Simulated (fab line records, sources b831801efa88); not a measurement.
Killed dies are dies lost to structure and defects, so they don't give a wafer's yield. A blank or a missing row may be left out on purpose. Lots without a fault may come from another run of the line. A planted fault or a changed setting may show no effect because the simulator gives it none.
One fault seen from 2 desks | flow sfq_line | each desk has only its own numbers; what lay behind them comes last

THE METROLOGY DESK
What the gauges read, lot by lot, whatever tool the lot ran on: means of the sampled wafers that have a number. A lot is out of limits, marked OUT, if its mean lies more than 4 standard deviations from the usual mean; the brackets give that distance.
Columns: A = M2_OVL at SFQ_M2_OVL_MEAS_916, usual -2 nm; B = I2_BOW at SFQ_I2_BOW_MEAS_917, usual 2 um; C = I2_OVL at SFQ_I2_OVL_MEAS_918, usual 0 nm; D = M3_NB_RS at SFQ_M3_RS_MEAS_919, usual 0.892 ohm/sq; E = M3_OVL at SFQ_M3_OVL_MEAS_921, usual -1 nm; F = M8_BOW at SFQ_M8_BOW_MEAS_951, usual 10 um
lot  | first seen here | A  | B  | C  | D     | E  | F
L685 | day 30 01:51    | -5 | -1 | -0 | 0.898 | -3 | 9
L687 | day 30 20:55    | -7 | 10 | -1 | 0.887 | 10 | 17
L692 | day 33 07:51    | 1  | 1  | 11 | 0.900 | 4  | 5
L693 | day 34 03:02    | -7 | 4  | 3  | 0.886 | -5 | 19
L703 | day 35 23:35    | 0  | 5  | -0 | 0.889 | 1  | 2
L706 | day 42 14:44    | -7 | 4  | 2  | 0.878 | -3 | 3
This desk's finding: nothing out of limits on any of the 6 lots.

THE TOOL OWNER'S DESK: cmp-01
The tool's own readings at SFQ_TRILAYER_I2_CMP_CMP_064 (polishes SiO2): means of the sampled wafers that have a number, for each lot that ran on this tool. A lot is out of limits, marked OUT, if its mean lies more than 4 standard deviations from the usual mean; the brackets give that distance.
Columns: A = head_pressure_psi at SFQ_TRILAYER_I2_CMP_CMP_064, usual 3.000 psi; B = motor_current_A at SFQ_TRILAYER_I2_CMP_CMP_064, usual 10.1 A; C = time_to_endpoint_s at SFQ_TRILAYER_I2_CMP_CMP_064, usual 219 s
lot  | first seen here | A     | B    | C
L685 | day 30 06:20    | 3.006 | 10.4 | 221
L692 | day 33 10:25    | 3.000 | 10.5 | 227
L693 | day 34 04:37    | 2.992 | 10.9 | 224
L706 | day 42 20:14    | 3.001 | 10.1 | 218
This desk's finding: nothing out of limits on any of the 4 lots.

PUT TOGETHER
The metrology desk saw nothing out of limits.
The tool owner's desk saw nothing out of limits.

WHAT THE SIMULATOR HAD PUT IN
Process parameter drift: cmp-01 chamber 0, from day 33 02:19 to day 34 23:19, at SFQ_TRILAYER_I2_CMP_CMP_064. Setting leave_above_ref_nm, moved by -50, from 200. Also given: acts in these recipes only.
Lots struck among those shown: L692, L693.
